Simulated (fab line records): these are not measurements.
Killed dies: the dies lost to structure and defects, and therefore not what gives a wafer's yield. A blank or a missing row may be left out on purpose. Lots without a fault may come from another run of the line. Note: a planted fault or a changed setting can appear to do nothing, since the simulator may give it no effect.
Which tool did it? || flow gf180mcu || 6 lots with 17 wafers sampled at 3 steps, on a route of 602 steps

== WHAT THE GAUGES READ, wafer by wafer ==
GF_MIM_RS_MEAS_10: the measuring method here is four-point-probe.
{"lot": "L663", "measured": "day 24 17:49", "on": "film metro-04", "MIM_ALCU_RS (ohm/sq)": "0.1581 0.1578 0.1565"}
{"lot": "L665", "measured": "day 25 10:17", "on": "film metro-04", "MIM_ALCU_RS (ohm/sq)": "0.1594 0.1599 0.1595"}
{"lot": "L669", "measured": "day 26 17:01", "on": "film metro-02", "MIM_ALCU_RS (ohm/sq)": "0.1625 0.1605 0.1620"}
{"lot": "L671", "measured": "day 27 04:46", "on": "film metro-02", "MIM_ALCU_RS (ohm/sq)": "0.1564 0.1567 0.1558"}
{"lot": "L673", "measured": "day 28 00:41", "on": "film metro-04", "MIM_ALCU_RS (ohm/sq)": "0.1586 0.1574 0.1584"}
{"lot": "L685", "measured": "day 31 16:32", "on": "film metro-01", "MIM_ALCU_RS (ohm/sq)": "0.1607 0.1618"}

== EACH LOT AND THE TOOL THAT RAN IT (in order: tool; ch and the chambers of the sampled wafers; start) ==
{"lot": "L663", "GF_V4_SPUTTER_21": "pvd sputter-02, day 24 16:42", "GF_MIM_SPUTTER_03": "pvd sputter-03, day 24 17:33"}
{"lot": "L665", "GF_V4_SPUTTER_21": "pvd sputter-04, day 25 09:11", "GF_MIM_SPUTTER_03": "pvd sputter-02, day 25 10:02"}
{"lot": "L669", "GF_V4_SPUTTER_21": "pvd sputter-02, day 26 15:10", "GF_MIM_SPUTTER_03": "pvd sputter-03, day 26 16:29"}
{"lot": "L671", "GF_V4_SPUTTER_21": "pvd sputter-04, day 27 03:37", "GF_MIM_SPUTTER_03": "pvd sputter-04, day 27 04:29"}
{"lot": "L673", "GF_V4_SPUTTER_21": "pvd sputter-01, day 27 23:34", "GF_MIM_SPUTTER_03": "pvd sputter-03, day 28 00:25"}
{"lot": "L685", "GF_V4_SPUTTER_21": "pvd sputter-02, day 31 15:23", "GF_MIM_SPUTTER_03": "pvd sputter-04, day 31 16:16"}
- GF_V4_SPUTTER_21: material Ti, target thk 15 nm, time 80.02 s.
- GF_MIM_SPUTTER_03: material Ti, target thk 10 nm, time 6.7 s.

== THE ANSWER, worked out from the rows above alone ==
Rule: what is usual is taken from the lots themselves. Put in order of their means at a reading, lots are off if they are a third of the lots or fewer, leave a main group of 4 or more, and stand apart from it by a gap of 3 or more times the standard deviation of the main group's means; of several such gaps the widest counts. A main group is skipped when, at the precision printed for the reading in the tables above, its means are all equal. A lot without any number at a reading at which 4 lots or more have one is off too. Where the step has rows for the other lots, those lots are counted as sound.
Across all readings shown, no lot is off: no conclusion can be drawn from this.

== WHAT THE SIMULATOR HAD PUT IN ==
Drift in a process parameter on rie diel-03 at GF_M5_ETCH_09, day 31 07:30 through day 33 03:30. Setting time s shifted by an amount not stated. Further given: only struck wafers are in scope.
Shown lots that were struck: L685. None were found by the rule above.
